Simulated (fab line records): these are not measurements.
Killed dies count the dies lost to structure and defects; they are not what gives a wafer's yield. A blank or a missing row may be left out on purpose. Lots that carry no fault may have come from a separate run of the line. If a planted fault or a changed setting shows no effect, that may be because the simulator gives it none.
Split-lot experiment -- flow sky130 -- route with 708 steps; 5 lots, 23 wafers read

THE SPLIT ITSELF
At SKY_DNWELL_COAT_02 (resist thk 3000 nm), the setting spin_rpm was moved away from the recipe's 2000 rpm on 10 of the 23 wafers read, by -6.1% to +4.0%. The other wafers ran this setting at the recipe's value.

The reading is taken at the split's own step.

THE READING
coat_of_DNWELL_COAT_02.thk_nm (the simulator's own value, which no gauge read), in nm, at SKY_DNWELL_COAT_02 (resist thk 3000 nm). The file gives no usual value for it. Average 2998 nm, standard deviation 9.4 nm, over the 13 wafers here run with the recipe.

wafer,"tool, chamber at the split","spin_rpm as run, rpm",against the recipe,"coat_of_DNWELL_COAT_02.thk_nm, nm",against lot-mates on the recipe
L074.1,"litho_track-01, 0",2000,recipe,2987,-
L074.2,"litho_track-01, 0",2000,recipe,2989,-
L074.4,"litho_track-01, 0",2000,recipe,2990,-
L074.5,"litho_track-01, 0",1880,-6.0%,3092,+103
L074.6,"litho_track-01, 0",1880,-6.0%,3093,+104
L078.1,"litho_track-02, 0",2055,+2.8%,2962,-41
L078.2,"litho_track-02, 0",2000,recipe,2994,-
L078.3,"litho_track-02, 0",2000,recipe,3012,-
L078.5,"litho_track-02, 0",2055,+2.8%,2967,-36
L078.6,"litho_track-02, 0",2055,+2.8%,2968,-35
L079.1,"litho_track-01, 0",2000,recipe,3011,-
L079.4,"litho_track-01, 0",2000,recipe,2997,-
L079.5,"litho_track-01, 0",2000,recipe,3007,-
L080.1,"litho_track-01, 0",2080,+4.0%,2937,-54
L080.2,"litho_track-01, 0",2080,+4.0%,2931,-60
L080.4,"litho_track-01, 0",2000,recipe,2989,-
L080.5,"litho_track-01, 0",2000,recipe,2997,-
L080.6,"litho_track-01, 0",2000,recipe,2986,-
L082.2,"litho_track-02, 0",1878,-6.1%,3108,+101
L082.3,"litho_track-02, 0",1878,-6.1%,3104,+97
L082.4,"litho_track-02, 0",2000,recipe,3011,-
L082.5,"litho_track-02, 0",1878,-6.1%,3103,+96
L082.6,"litho_track-02, 0",2000,recipe,3003,-

FIT RESULTS
A straight line over all 23 wafers: coat_of_DNWELL_COAT_02.thk_nm changes by -16.1 nm for each +1% of spin_rpm; r = -0.99; the points scatter about the line by 9.1 nm.
The same after taking each lot's own level away (the mean of its wafers on the recipe; 23 wafers): -15.8 nm for each +1%; r = -0.99; scatter 5.6 nm.
Per that fit: largest spin_rpm move, reading shift of 96 nm.
Measured against the standard deviation above, the lots' own levels, which go from 2988.7 to 3007.0 nm, span 2.0 times it.
Consequently the slope shifts little with the lot-to-lot level, the two slopes agreeing.
Check: with one of the wafers moved furthest among these (-6.1%) left out of the fit, the line predicts +98.3 nm for it against its lot-mates. Against them it came out at +101 nm.

FURTHER SPLITS ON THESE WAFERS
Before the reading, these wafers also passed through other splits. Each is held against what the fit with the lots' levels taken away leaves over:
other split on the same wafers,wafers away from the commonest value,r with coat_of_DNWELL_COAT_02.thk_nm (lot level and that fit taken away)
SKY_FIELD_ISO_CVD_03 time_s,15,-0.13
SKY_FIELD_ISO_ETCH_15 time_s,10,-0.01

THE WHOLE CHAIN: every reading that the file lists as answering this split, in the file's order
step,what it does,reading,change (the file's fit),r (the file's)
SKY_DNWELL_COAT_02,resist thk 3000 nm,"coat_of_DNWELL_COAT_02.thk_nm (the simulator's own value, which no gauge read)",-16 nm for each +1% of the setting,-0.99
SKY_DNWELL_STRIP_08,strips in O2/N2,strip_time_to_endpoint_s,withheld for each +1% of the setting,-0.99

FILE'S OWN FIT
coat_of_DNWELL_COAT_02.thk_nm changes by -16 nm for each +1% of spin_rpm, r = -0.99.
